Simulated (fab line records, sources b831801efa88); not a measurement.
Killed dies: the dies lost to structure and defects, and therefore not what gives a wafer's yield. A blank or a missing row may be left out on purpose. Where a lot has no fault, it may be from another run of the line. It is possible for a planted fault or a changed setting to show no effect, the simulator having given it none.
Tool commonality check || flow gf180mcu || Lots sampled 12, wafers sampled 36

## REASON FOR OPENING
At GF_VT_IMPLANT_TW_MEAS_32 the reading VT_IMPLANT_3_TW is flagged on 1 of 12 lots. Fault-free wafers read 266.5, with a standard deviation of 2.8.
Rule: a lot is flagged in two cases, either no wafer of it has a number, or all its wafers with numbers fall more than 4 standard deviations from that mean. The rest of the lots are taken to be sound.

{"lot": "L344", "measured": "day 6 20:50", "on": "filmMetro-03", "VT_IMPLANT_3_TW, wafer by wafer": "264.1 264.3 263.8", "flag": ""}
{"lot": "L345", "measured": "day 7 06:14", "on": "filmMetro-01", "VT_IMPLANT_3_TW, wafer by wafer": "271.8 271.0 270.3", "flag": ""}
{"lot": "L346", "measured": "day 7 11:41", "on": "filmMetro-04", "VT_IMPLANT_3_TW, wafer by wafer": "29.5 29.5 29.6", "flag": "FLAGGED"}
{"lot": "L351", "measured": "day 8 19:51", "on": "filmMetro-04", "VT_IMPLANT_3_TW, wafer by wafer": "264.9 267.0 265.9", "flag": ""}
{"lot": "L357", "measured": "day 10 10:01", "on": "filmMetro-04", "VT_IMPLANT_3_TW, wafer by wafer": "266.9 265.1 264.7", "flag": ""}
{"lot": "L359", "measured": "day 11 00:26", "on": "filmMetro-03", "VT_IMPLANT_3_TW, wafer by wafer": "264.4 264.7 264.2", "flag": ""}
{"lot": "L360", "measured": "day 11 03:17", "on": "filmMetro-04", "VT_IMPLANT_3_TW, wafer by wafer": "267.4 266.9 265.9", "flag": ""}
{"lot": "L363", "measured": "day 12 00:05", "on": "filmMetro-03", "VT_IMPLANT_3_TW, wafer by wafer": "263.1 262.1 261.7", "flag": ""}
{"lot": "L364", "measured": "day 12 06:38", "on": "filmMetro-04", "VT_IMPLANT_3_TW, wafer by wafer": "264.3 265.2 265.3", "flag": ""}
{"lot": "L365", "measured": "day 12 15:55", "on": "filmMetro-01", "VT_IMPLANT_3_TW, wafer by wafer": "270.0 269.2 270.0", "flag": ""}
{"lot": "L366", "measured": "day 12 23:49", "on": "filmMetro-01", "VT_IMPLANT_3_TW, wafer by wafer": "269.8 269.6 269.3", "flag": ""}
{"lot": "L367", "measured": "day 13 07:52", "on": "filmMetro-04", "VT_IMPLANT_3_TW, wafer by wafer": "263.7 265.6 265.7", "flag": ""}
Average over the flagged lots: 29.5; offset from the usual -237.0, equal to -85 standard deviations.

## EACH LOT AND THE TOOL IT RAN ON
The record keeps 1 process step preceding the reading, out of 602 steps on the route. Each cell gives the tool, then ch followed by the chambers the sampled wafers passed through, then the start.
{"lot": "L344", "flag": "", "GF_VT_IMPLANT_EXPOSE_26": "ilineStepper-02 ch 0, day 6 13:05"}
{"lot": "L345", "flag": "", "GF_VT_IMPLANT_EXPOSE_26": "ilineStepper-01 ch 0, day 6 22:55"}
{"lot": "L346", "flag": "FLAGGED", "GF_VT_IMPLANT_EXPOSE_26": "ilineStepper-02 ch 0, day 7 04:25"}
{"lot": "L351", "flag": "", "GF_VT_IMPLANT_EXPOSE_26": "ilineStepper-02 ch 0, day 8 11:47"}
{"lot": "L357", "flag": "", "GF_VT_IMPLANT_EXPOSE_26": "ilineStepper-01 ch 0, day 10 01:11"}
{"lot": "L359", "flag": "", "GF_VT_IMPLANT_EXPOSE_26": "ilineStepper-02 ch 0, day 10 14:55"}
{"lot": "L360", "flag": "", "GF_VT_IMPLANT_EXPOSE_26": "ilineStepper-02 ch 0, day 10 18:23"}
{"lot": "L363", "flag": "", "GF_VT_IMPLANT_EXPOSE_26": "ilineStepper-02 ch 0, day 11 15:01"}
{"lot": "L364", "flag": "", "GF_VT_IMPLANT_EXPOSE_26": "ilineStepper-01 ch 0, day 11 20:40"}
{"lot": "L365", "flag": "", "GF_VT_IMPLANT_EXPOSE_26": "ilineStepper-02 ch 0, day 12 05:49"}
{"lot": "L366", "flag": "", "GF_VT_IMPLANT_EXPOSE_26": "ilineStepper-02 ch 0, day 12 14:05"}
{"lot": "L367", "flag": "", "GF_VT_IMPLANT_EXPOSE_26": "ilineStepper-01 ch 0, day 12 22:01"}
What the steps here do:
- GF_VT_IMPLANT_EXPOSE_26: exposes mask LVPWELL HV AREA, target cd 860 nm.
- GF_VT_IMPLANT_TW_MEAS_32

## FLAGGED OVER TOTAL, TOOL BY TOOL (the gauges that took the reading come last)
{"step": "GF_VT_IMPLANT_EXPOSE_26", "tool": "ilineStepper-01", "lots run": 4, "flagged": 0, "share of the flagged lots": "none", "sound lots run after its first flagged lot": "-"}
{"step": "GF_VT_IMPLANT_EXPOSE_26", "tool": "ilineStepper-02", "lots run": 8, "flagged": 1, "share of the flagged lots": "all", "sound lots run after its first flagged lot": "6 (L351,L359,L360,L363,L365,L366)"}
{"step": "GF_VT_IMPLANT_TW_MEAS_32", "tool": "filmMetro-01", "lots run": 3, "flagged": 0, "share of the flagged lots": "none", "sound lots run after its first flagged lot": "-"}
{"step": "GF_VT_IMPLANT_TW_MEAS_32", "tool": "filmMetro-03", "lots run": 3, "flagged": 0, "share of the flagged lots": "none", "sound lots run after its first flagged lot": "-"}
{"step": "GF_VT_IMPLANT_TW_MEAS_32", "tool": "filmMetro-04", "lots run": 6, "flagged": 1, "share of the flagged lots": "all", "sound lots run after its first flagged lot": "5 (L351,L357,L360,L364,L367)"}

## WHAT THE TABLE ALLOWS
Every flagged lot went through 2 rows of the table: ilineStepper-02 at GF_VT_IMPLANT_EXPOSE_26 and filmMetro-04 at GF_VT_IMPLANT_TW_MEAS_32.
- ilineStepper-02 at GF_VT_IMPLANT_EXPOSE_26 ran 8 lots, 1 of them flagged. Sound lots followed the first flagged one (L351, L359, L360, L363, L365, L366) on it, something a lasting fault affecting the whole tool could not allow.
- filmMetro-04 at GF_VT_IMPLANT_TW_MEAS_32 ran 6 lots, 1 of them flagged. Sound lots followed the first flagged one (L351, L357, L360, L364, L367) on it, something a lasting fault affecting the whole tool could not allow.
There is no row in the table that ran each flagged lot and no sound lot after the first.

## WHAT THE SIMULATOR HAD PUT IN
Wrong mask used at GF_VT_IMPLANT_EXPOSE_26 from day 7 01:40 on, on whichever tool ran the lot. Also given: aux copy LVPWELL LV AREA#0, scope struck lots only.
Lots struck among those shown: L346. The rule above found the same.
